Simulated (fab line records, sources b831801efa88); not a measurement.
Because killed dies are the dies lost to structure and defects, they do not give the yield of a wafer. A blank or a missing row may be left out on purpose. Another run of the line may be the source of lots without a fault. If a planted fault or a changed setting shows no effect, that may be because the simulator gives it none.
Chamber matching ; flow gf180mcu ; 3 sister chambers for GF_V1_CVD_00 on hdpcvd-01
The step deposits SiO2, target thk 600 nm, time 100 s. 6 wafers are shown with their chamber, then 7 later ones without.

== WAFERS, EACH WITH ITS CHAMBER ==
wafer;chamber;run length s (s);pressure mtorr (mTorr)
L523.1;1;128.6;6.012
L526.3;1;128.6;5.992
L526.4;0;128.2;5.985
L526.6;2;127.7;6.007
L532.1;2;127.5;6.029
L532.3;0;127.8;5.985

== WAFERS WITH NO CHAMBER GIVEN ==
wafer;run length s (s);pressure mtorr (mTorr)
L532.5;128.3;5.999
L537.3;128.4;6.007
L537.4;127.8;6.007
L537.5;128.6;6.009
L538.2;128.4;5.988
L538.3;128.2;5.985
L538.5;127.5;5.993

== CHAMBER TAKEN BY EACH ==
wafer;from the rows above;in truth
L532.5;can't be placed: 1 or 0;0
L537.3;can't be placed: 1 or 0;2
L537.4;can't be placed: 2 or 0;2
L537.5;1;1
L538.2;can't be placed: 1 or 0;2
L538.3;can't be placed: 0 or 1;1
L538.5;can't be placed: 2 or 0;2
Correctly placed: 1 of 7. Cannot be placed on the basis of these rows: 6; the candidates contain the true chamber in 4. 0 placed wrongly.
How it was worked out, from the rows above alone: a wafer's distance from a chamber is the root of the sum, over the readings, of the square of ((its reading less the chamber's mean) divided by the reading's scatter). The wafer belongs to the nearest chamber; if the next one is less than 2 further off, it can't be placed. A chamber's mean is the mean of its shown wafers. The scatter is the square root of a quotient: the sum, over the shown wafers, of each reading's squared deviation from its chamber's mean, divided by wafers minus chambers.
